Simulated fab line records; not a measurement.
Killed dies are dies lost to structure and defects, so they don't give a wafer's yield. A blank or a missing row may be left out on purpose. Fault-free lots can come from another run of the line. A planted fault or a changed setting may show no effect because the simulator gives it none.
fab line records	flow gf180mcu
record: lots: 12	wafers: 35	last_day: 34
route steps=602 shown V1@350 V4@479 MIM@522
lots that met no fault: taken from a fault-free run of the same line
start_h: hours from the record's opening day to when the first of the lot's shown wafers began	wait_h: hours since the lot's step before	" repeats the value in the row above	L1.1+2: a single row standing in for several wafers	- no value, or no start was given	* or withheld: withheld	< > ~ a bound
route shown NAME@n: NAME is a module with steps in the file, n the number in the route of the first one	usual: the fault-free wafers' mean and standard deviation	same: alike in all rows	chamber/n: place in a boat	sites: the reading at each site	_std_site: standard deviation of those values	_edge_site: inner sites' mean taken away from outer sites' mean	radius_mm: for every site, how far away it sits from the centre of the wafer	mask NAME#n: copy n	behind: the most recent tool/chamber to have shaped the wafer	hold: cause of the lot's hold/its duration in hours/its outcome	device: names the non-switching transistor (n, p or np)	end of line: tests of these same wafers at the route's end	a step given without rows: its recipe and nothing more	killed: the dies lost at the first sort to structure and to defects; this is not the yield of the wafer	map: dies across one wafer; x = killed, . = not, _ = none there
set.NAME: the setting as run; set.NAME@STEP: as run at that earlier step	model.NAME: the simulator's own value behind a step, which no gauge read
one table for each step of the route and one row for each wafer, over a sample of lots
services: when a tool's chamber went out of use (start_h, in hours from the record's first day, below 0 if earlier), for how many hours, and the reason
== steps ==
step: GF_V1_OVL_MEAS_15
usual: V1_OVL: 1/4.7
lot.wafer	tool	chamber	start_h	wait_h	V1_OVL[nm]
L796.1	overlay-01	-	415.99	0.1	3
L796.3	"	-	"	"	4
L796.6	"	-	"	"	1
L797.1	overlay-01	-	421.92	0.1	7
L797.2	"	-	"	"	3
L797.3	"	-	"	"	3
L798.2	overlay-01	-	434.00	0.1	-9
L798.5	"	-	"	"	-8
L798.6	"	-	"	"	-10
L799.1	overlay-01	-	439.18	0.1	2
L799.4	"	-	"	"	5
L799.6	"	-	"	"	-3
L800.2	overlay-02	-	453.38	0.1	4
L800.3	"	-	"	"	-1
L800.4	"	-	"	"	-2
L801.3	overlay-01	-	464.30	0.1	8
L801.4	"	-	"	"	5
L801.5	"	-	"	"	10
L802.2	overlay-01	-	468.93	0.1	3
L802.3	"	-	"	"	11
L802.6	"	-	"	"	2
L806.2	overlay-01	-	513.55	0.1	-6
L806.3	"	-	"	"	0
L806.4	"	-	"	"	2
L808.3	overlay-01	-	535.10	0.1	-4
L808.4	"	-	"	"	-1
L813.1	overlay-01	-	569.19	0.1	-1
L813.2	"	-	"	"	2
L813.6	"	-	"	"	3
L815.4	overlay-01	-	581.31	0.1	-4
L815.5	"	-	"	"	-1
L815.6	"	-	"	"	-5
L819.1	overlay-02	-	612.22	0.1	8
L819.2	"	-	"	"	9
L819.3	"	-	"	"	9
step: GF_V1_THK_MEAS_25
recipe: thk_meas_gauge: xrf	reads: W_of_V1_CVD_23
usual: V1_W_THK: 347/5.6
lot.wafer	tool	chamber	start_h	wait_h	V1_W_THK[nm]
L796.1	film_metro-03	-	417.05	0.1	343
L796.3	"	-	"	"	345
L796.6	"	-	"	"	341
L797.1	film_metro-03	-	422.98	0.1	342
L797.2	"	-	"	"	341
L797.3	"	-	"	"	341
L798.2	film_metro-03	-	435.03	0.1	336
L798.5	"	-	"	"	335
L798.6	"	-	"	"	341
L799.1	film_metro-01	-	440.21	0.1	346
L799.4	"	-	"	"	346
L799.6	"	-	"	"	354
L800.2	film_metro-02	-	454.44	0.1	350
L800.3	"	-	"	"	351
L800.4	"	-	"	"	345
L801.3	film_metro-03	-	465.46	0.1	348
L801.4	"	-	"	"	348
L801.5	"	-	"	"	349
L802.2	film_metro-03	-	469.97	0.1	344
L802.3	"	-	"	"	345
L802.6	"	-	"	"	341
L806.2	film_metro-03	-	514.58	0.1	342
L806.3	"	-	"	"	337
L806.4	"	-	"	"	343
L808.3	film_metro-03	-	536.15	0.1	338
L808.4	"	-	"	"	349
L813.1	film_metro-03	-	570.25	0.1	343
L813.2	"	-	"	"	339
L813.6	"	-	"	"	338
L815.4	film_metro-02	-	582.35	0.1	347
L815.5	"	-	"	"	348
L815.6	"	-	"	"	351
L819.1	film_metro-02	-	613.25	0.1	354
L819.2	"	-	"	"	360
L819.3	"	-	"	"	353
step: GF_V4_THK_MEAS_03
recipe: reads: SiO2_of_V4_CVD_02
usual: V4_CVD_02_THK: 848/12
lot.wafer	tool	chamber	start_h	wait_h	V4_CVD_02_THK[nm]
L796.1	film_metro-02	-	545.38	0.0	851
L796.3	"	-	"	"	844
L796.6	"	-	"	"	856
L797.1	film_metro-01	-	549.74	0.0	835
L797.2	"	-	"	"	826
L797.3	"	-	"	"	845
L798.2	film_metro-02	-	561.56	0.0	833
L798.5	"	-	"	"	854
L798.6	"	-	"	"	832
L799.1	film_metro-02	-	565.68	0.0	847
L799.4	"	-	"	"	858
L799.6	"	-	"	"	857
L800.2	film_metro-04	-	579.45	0.0	851
L800.3	"	-	"	"	841
L800.4	"	-	"	"	843
L801.3	film_metro-02	-	589.01	0.1	841
L801.4	"	-	"	"	849
L801.5	"	-	"	"	847
L802.2	film_metro-04	-	592.91	0.0	835
L802.3	"	-	"	"	840
L802.6	"	-	"	"	841
L806.2	film_metro-04	-	633.72	0.0	831
L806.3	"	-	"	"	849
L806.4	"	-	"	"	866
L808.3	film_metro-02	-	651.67	0.1	852
L808.4	"	-	"	"	853
L813.1	film_metro-04	-	681.94	0.0	840
L813.2	"	-	"	"	854
L813.6	"	-	"	"	861
L815.4	film_metro-04	-	691.01	0.0	860
L815.5	"	-	"	"	863
L815.6	"	-	"	"	858
L819.1	film_metro-01	-	718.82	0.0	834
L819.2	"	-	"	"	825
L819.3	"	-	"	"	829
step: GF_MIM_METAL_ETCH_19
recipe: chemistry: Cl2/BCl3	mask_material: NOVOLAK	stop_on: Si3N4	target_depth_nm: 324.5	pressure_mtorr: 8	icp_w: 800	bias_w: 140	Cl2_flow_sccm: 80	bcl3_flow_sccm: 40	time_s: 54.1
usual: drypump_motor_current_A: 5.6/0.42	he_backside_leak_sccm: 3.37/0.24	oes_product_au: 0.940/0.0054	run_length_s: 82.3/0.31	throttle_valve_pct: 28.283/0.01
lot.wafer	tool	chamber	start_h	wait_h	drypump_motor_current_A	he_backside_leak_sccm	oes_product_au	rf_hours_counter_h	run_length_s	throttle_valve_pct
L796.1	rie_metal-03	1	592.18	0.1	6.1	3.32	0.940	11	81.9	28.298
L796.3	"	1	"	"	6.1	3.51	0.947	-	82.0	28.287
L796.6	"	1	"	"	6.0	3.56	0.936	-	82.0	28.281
L797.1	rie_metal-01	0	596.01	0.1	5.8	3.44	0.943	1	82.1	28.284
L797.2	"	1	"	"	5.3	3.22	0.937	4	81.8	28.294
L797.3	"	1	"	"	5.3	3.20	0.940	-	82.1	28.288
L798.2	rie_metal-01	0	607.66	0.1	5.9	3.53	0.944	-	82.4	28.279
L798.5	"	0	"	"	5.9	3.36	0.939	-	82.4	28.284
L798.6	"	0	"	"	5.9	3.49	0.940	-	82.5	28.296
L799.1	rie_metal-03	1	610.63	0.1	6.1	3.55	0.939	12	82.2	28.279
L799.4	"	0	"	"	6.1	3.30	0.944	-	82.5	28.283
L799.6	"	1	"	"	6.1	3.37	0.938	-	82.4	28.277
L800.2	rie_metal-03	0	623.67	0.1	6.1	3.18	0.939	3	82.6	28.290
L800.3	"	0	"	"	6.1	3.01	0.942	-	83.0	28.279
L800.4	"	1	"	"	6.0	3.53	0.938	-	82.3	28.281
L801.3	rie_metal-01	0	632.98	0.1	5.8	3.44	0.933	-	82.0	28.297
L801.4	"	1	"	"	5.3	3.05	0.940	-	82.2	28.273
L801.5	"	1	"	"	5.3	2.96	0.937	-	81.8	28.270
L802.2	rie_metal-03	1	635.76	0.1	6.1	3.37	0.940	13	82.3	28.267
L802.3	"	0	"	"	6.1	3.11	0.942	-	82.6	28.270
L802.6	"	0	"	"	6.1	2.80	0.938	-	82.6	28.283
L806.2	rie_metal-01	1	675.68	0.1	5.3	3.05	0.855	6	91.1	28.365
L806.3	"	1	"	"	5.3	2.98	0.857	-	91.4	28.360
L806.4	"	0	"	"	5.8	3.72	0.940	-	81.9	28.282
L808.3	rie_metal-01	1	692.09	0.1	5.3	3.29	0.864	-	91.6	28.392
L808.4	"	0	"	"	5.9	3.61	0.939	-	82.6	28.298
L813.1	rie_metal-02	1	720.60	0.1	4.9	3.35	0.944	10	82.6	28.284
L813.2	"	0	"	"	5.2	3.31	0.938	12	82.5	28.256
L813.6	"	1	"	"	4.8	3.39	0.941	-	82.7	28.292
L815.4	rie_metal-03	0	730.00	0.1	6.1	3.06	0.937	-	82.7	28.286
L815.5	"	1	"	"	6.1	3.68	0.946	-	82.4	28.280
L815.6	"	0	"	"	6.1	3.22	0.950	-	82.8	28.272
L819.1	rie_metal-03	0	755.25	0.1	6.1	3.23	0.940	9	82.6	28.291
L819.2	"	1	"	"	6.1	3.51	0.932	0	82.5	28.290
L819.3	"	0	"	"	6.1	3.24	0.936	-	83.4	28.319
step: GF_MIM_STRIP_20
recipe: chemistry: O2/N2	power_w: 1400	pressure_mtorr: 1500	platen_temp_c: 250	o2_flow_sccm: 3000	n2_flow_sccm: 300	overash_fraction: 0.5
usual: drypump_motor_current_A: 5.8/0.42	heater_power_w: 334/31	oes_product_au: 0.693/0.0043	platen_temp_c: 250.00/0.18	strip_time_to_endpoint_s: 11.25/0.034
lot.wafer	tool	chamber	start_h	wait_h	drypump_motor_current_A	heater_power_w	oes_product_au	platen_temp_c	rf_hours_counter_h	strip_time_to_endpoint_s
L796.1	plasma_asher-01	0	592.25	0.0	5.7	381	0.695	249.90	19	11.26
L796.3	"	0	"	"	5.7	381	0.700	249.83	-	11.28
L796.6	"	1	"	"	5.5	316	0.696	249.97	-	11.28
L797.1	plasma_asher-02	0	596.08	0.0	6.3	303	0.689	249.86	49	11.25
L797.2	"	1	"	"	6.4	359	0.698	249.90	49	11.25
L797.3	"	0	"	"	6.3	312	0.693	249.81	-	11.29
L798.2	plasma_asher-01	1	607.77	0.1	5.5	328	0.695	249.90	21	11.26
L798.5	"	1	"	"	5.5	321	0.694	249.95	-	11.30
L798.6	"	0	"	"	5.7	389	0.688	250.07	-	11.27
L799.1	plasma_asher-01	1	610.70	0.0	5.5	319	0.689	249.71	21	11.23
L799.4	"	0	"	"	5.6	386	0.689	250.16	-	11.20
L799.6	"	1	"	"	5.5	319	0.690	250.12	-	11.22
L800.2	plasma_asher-02	1	623.74	0.0	6.4	350	0.692	249.82	53	11.26
L800.3	"	0	"	"	6.2	310	0.686	250.18	-	11.23
L800.4	"	1	"	"	6.4	354	0.697	249.68	-	11.27
L801.3	plasma_asher-01	0	633.06	0.1	5.7	383	0.691	250.15	-	11.22
L801.4	"	1	"	"	5.5	319	0.693	249.99	-	11.27
L801.5	"	1	"	"	5.5	331	0.688	250.07	-	11.27
L802.2	plasma_asher-04	1	635.83	0.0	5.3	309	0.684	250.52	99	11.25
L802.3	"	1	"	"	5.4	309	0.696	250.24	-	11.20
L802.6	"	1	"	"	5.3	304	0.688	250.35	-	11.17
L806.2	plasma_asher-04	1	675.75	0.0	5.3	306	0.686	249.72	103	10.99
L806.3	"	1	"	"	5.4	309	0.683	250.09	-	10.98
L806.4	"	0	"	"	5.2	304	0.692	250.34	-	11.25
L808.3	plasma_asher-04	0	692.17	0.1	5.2	304	0.682	250.03	-	11.04
L808.4	"	1	"	"	5.4	302	0.699	250.16	-	11.32
L813.1	plasma_asher-02	1	720.67	0.0	6.4	357	0.686	249.78	64	11.22
L813.2	"	0	"	"	6.3	310	0.692	250.34	64	11.21
L813.6	"	1	"	"	6.4	352	0.687	250.04	-	11.21
L815.4	plasma_asher-04	1	730.08	0.1	5.3	312	0.693	249.87	-	11.20
L815.5	"	0	"	"	5.2	301	0.698	250.14	-	11.26
L815.6	"	1	"	"	5.3	299	0.686	249.93	-	11.22
L819.1	plasma_asher-04	1	755.32	0.0	5.3	311	0.695	249.76	1	11.19
L819.2	"	0	"	"	5.2	315	0.689	249.91	1	11.21
L819.3	"	1	"	"	5.4	312	0.689	250.05	-	11.22
== services ==
tool	chamber	start_h	hours	kind
rie_metal-02	-	605.32	0.8	repair
rie_metal-01	1	605.71	5.0	repair
plasma_asher-04	-	606.65	28.1	pm
rie_metal-03	-	632.69	0.2	repair
rie_metal-03	1	730.57	-	clean
rie_metal-03	1	730.57	18.0	scheduled_down
rie_metal-03	1	730.57	18.0	vent_cycle
plasma_asher-04	-	733.75	9.0	pm
plasma_asher-04	0	733.75	9.0	vent_cycle
plasma_asher-04	1	733.75	9.0	vent_cycle
plasma_asher-04	0	742.75	-	clean
plasma_asher-04	1	742.75	-	clean
== key ==
first_sign: step: GF_MIM_METAL_ETCH_19	reading: run_length_s	direction: up	sigmas: 29	usual: *	struck: *
effect: step: GF_MIM_METAL_ETCH_19	reading: oes_product_au	direction: down	sigmas: 15	usual: 0.940	struck: 0.859
effect: step: GF_MIM_STRIP_20	reading: strip_time_to_endpoint_s	direction: down	sigmas: 7.4	usual: *	struck: *
met_at GF_MIM_METAL_ETCH_19
struck_lots L806,L808
struck_wafers L806.2,L806.3,L808.3
not_acting_at GF_V1_OVL_MEAS_15,GF_V1_THK_MEAS_25,GF_V4_THK_MEAS_03
onset_between 632.98 675.68
fault: kind: process_parameter_drift	tool: rie_metal-01	chamber: -	onset_h: 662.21	steps: GF_MIM_METAL_ETCH_19	channel: time_s	offset: *	shape: step	end_h: 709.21	scope: struck_wafers_only	acts_in: *	stated: *
